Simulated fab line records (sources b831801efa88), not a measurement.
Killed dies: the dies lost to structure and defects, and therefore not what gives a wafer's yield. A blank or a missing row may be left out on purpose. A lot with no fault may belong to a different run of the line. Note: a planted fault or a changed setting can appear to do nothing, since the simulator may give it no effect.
Matching of chambers :: flow gf180mcu :: GF_V2_CMP_26 on cmp-01: 4 sister chambers
The step polishes, stops on SiO2, t overpolish 15 s, target thk 0 nm. 8 wafers are shown with their chamber, then 11 later ones without.

WAFERS, EACH WITH ITS CHAMBER
wafer: L078.5
chamber: 3
motorCurrentA (A): 9.5
overpolishRunS (s): 15.000

wafer: L079.3
chamber: 3
motorCurrentA (A): 9.4
overpolishRunS (s): 14.982

wafer: L082.2
chamber: 1
motorCurrentA (A): 10.6
overpolishRunS (s): 14.991

wafer: L083.5
chamber: 0
motorCurrentA (A): 11.0
overpolishRunS (s): 14.997

wafer: L087.3
chamber: 2
motorCurrentA (A): 12.4
overpolishRunS (s): 14.998

wafer: L087.4
chamber: 0
motorCurrentA (A): 10.9
overpolishRunS (s): 15.006

wafer: L087.6
chamber: 2
motorCurrentA (A): 12.6
overpolishRunS (s): 15.002

wafer: L088.1
chamber: 1
motorCurrentA (A): 10.7
overpolishRunS (s): 14.987

WAFERS WITHOUT THEIR CHAMBER
wafer: L088.3
motorCurrentA (A): 9.5
overpolishRunS (s): 15.002

wafer: L088.6
motorCurrentA (A): 12.8
overpolishRunS (s): 14.990

wafer: L089.1
motorCurrentA (A): 12.7
overpolishRunS (s): 15.014

wafer: L089.3
motorCurrentA (A): 10.9
overpolishRunS (s): 14.997

wafer: L089.6
motorCurrentA (A): 10.7
overpolishRunS (s): 15.010

wafer: L090.2
motorCurrentA (A): 10.5
overpolishRunS (s): 15.006

wafer: L090.4
motorCurrentA (A): 9.5
overpolishRunS (s): 15.013

wafer: L090.6
motorCurrentA (A): 12.4
overpolishRunS (s): 15.004

wafer: L092.2
motorCurrentA (A): 11.4
overpolishRunS (s): 14.993

wafer: L092.5
motorCurrentA (A): 9.5
overpolishRunS (s): 14.988

wafer: L092.6
motorCurrentA (A): 11.0
overpolishRunS (s): 15.003

THE CHAMBER EACH PASSED THROUGH
wafer: L088.3
from the rows above: 3
in truth: 3

wafer: L088.6
from the rows above: 2
in truth: 2

wafer: L089.1
from the rows above: 2
in truth: 2

wafer: L089.3
from the rows above: 0
in truth: 0

wafer: L089.6
from the rows above: can't be placed: 1 or 0
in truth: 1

wafer: L090.2
from the rows above: 1
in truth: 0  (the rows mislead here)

wafer: L090.4
from the rows above: 3
in truth: 3

wafer: L090.6
from the rows above: 2
in truth: 2

wafer: L092.2
from the rows above: 0
in truth: 0

wafer: L092.5
from the rows above: 3
in truth: 3

wafer: L092.6
from the rows above: 0
in truth: 0
Correctly placed: 9 of 11. Can't be placed from these rows: 1 (the true chamber is among the candidates in 1). Wrongly placed: 1.
How it was worked out, from the rows above alone: a wafer's distance from a chamber is the root of the sum, over the readings, of the square of ((its reading less the chamber's mean) divided by the reading's scatter). The wafer belongs to the nearest chamber; if the next one is less than 2 further off, it can't be placed. The mean given for a chamber averages the wafers shown for that chamber. How the scatter is found: for the shown wafers, subtract from each reading the mean of its chamber, square and add these, divide the total by (wafers less chambers), then take the root.
